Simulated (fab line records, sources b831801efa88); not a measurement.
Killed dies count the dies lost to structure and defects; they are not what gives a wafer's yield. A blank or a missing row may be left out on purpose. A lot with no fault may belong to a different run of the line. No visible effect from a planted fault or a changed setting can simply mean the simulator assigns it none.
Comparing a struck lot with a sound one | flow gf180mcu | 16 out of 602 route steps
Sound: these wafers, L927.1, L927.2, L927.3. Struck: wafer L923.1. (L923.3, L923.6 of the same lot were not struck and are left out.) The cause comes at the end.
Order at every step that has rows: each side's tool, ch and its chambers, its first start. Under that, the readings that differ: sound wafers | struck wafers | difference of the means | sigmas: that difference in standard deviations of wafers without a fault.
alike: same words and numbers on both sides, and readings whose means sit less than 2 such deviations apart. not compared: any withheld reading, any reading some wafer has no value for, any bound like >300 that may hide the same value, and any number with overlapping values for which the record gives no deviation.
A row with sigmas, a row that says differs or no value, or rows on one side alone: a step with any of these is where the two part. Numbers that don't overlap but have no deviation are shown without sigmas and don't part them. A reading that every wafer of one side lacks parts them only if that side has two wafers or more.

first, 4 steps without rows for these wafers: GF_DNWELL_EXPOSE_04 (exposes mask DNWELL, target cd 1700 nm); GF_DNWELL_PEB_05; GF_DNWELL_DEVELOP_06 (develop time 60 s); GF_DNWELL_IMPLANT_07.
GF_DNWELL_STRIP_08: strips in O2/N2.
  sound on plasmaAsher-04 ch 0,1, day 6 03:22; struck on plasmaAsher-03 ch 1, day 5 04:10
reading           | sound          | struck | difference | sigmas
heaterPowerW (W)  | 314 356 307    | 389    | +63        | +2
o2FlowSccm (sccm) | 3009 3024 3004 | 2993   | -19        | -2
  alike: drypumpMotorCurrentA, oesProductAu, stripTimeToEndpointS
  not compared: rfHoursCounterH
GF_DNWELL_TW_MEAS_09:
  sound on filmMetro-04, day 6 03:28; struck on filmMetro-04, day 5 04:16
  alike: DNWELL_TW
then, 6 steps without rows for these wafers: GF_NWELL_DEHYDRATE_00 (time 60 s); GF_NWELL_HMDS_01 (prime time 60 s); GF_NWELL_COAT_02 (resist thk 3000 nm); GF_NWELL_SOFTBAKE_03; GF_NWELL_EXPOSE_04 (exposes mask Nwell, target cd 860 nm); GF_NWELL_PEB_05.
GF_NWELL_DEVELOP_06: develop time 60 s.
  sound on lithoTrack-02 ch 0, day 6 18:00; struck on lithoTrack-04 ch 0, day 5 18:00
GF_NWELL_OVL_MEAS_07:
  sound on overlay-01, day 6 18:44; struck on overlay-02, day 5 18:46
  not compared: NWELL_OVL
then, 1 step without rows for these wafers: GF_NWELL_IMPLANT_08.
-- the record jumps here: 26 days lie between the struck wafers' starts before and after (it left off in module NWELL and takes up again in module PASSIVATION, whose first step shown is number 602 of the route) --
GF_PASSIVATION_PROBE_99:
  record: rows for the struck wafers here (prober-02, day 32 03:56), none for the sound ones

WHERE THEY PART
First at GF_DNWELL_STRIP_08; last, within this record, at GF_PASSIVATION_PROBE_99.

WHY: what had been put in by the simulator
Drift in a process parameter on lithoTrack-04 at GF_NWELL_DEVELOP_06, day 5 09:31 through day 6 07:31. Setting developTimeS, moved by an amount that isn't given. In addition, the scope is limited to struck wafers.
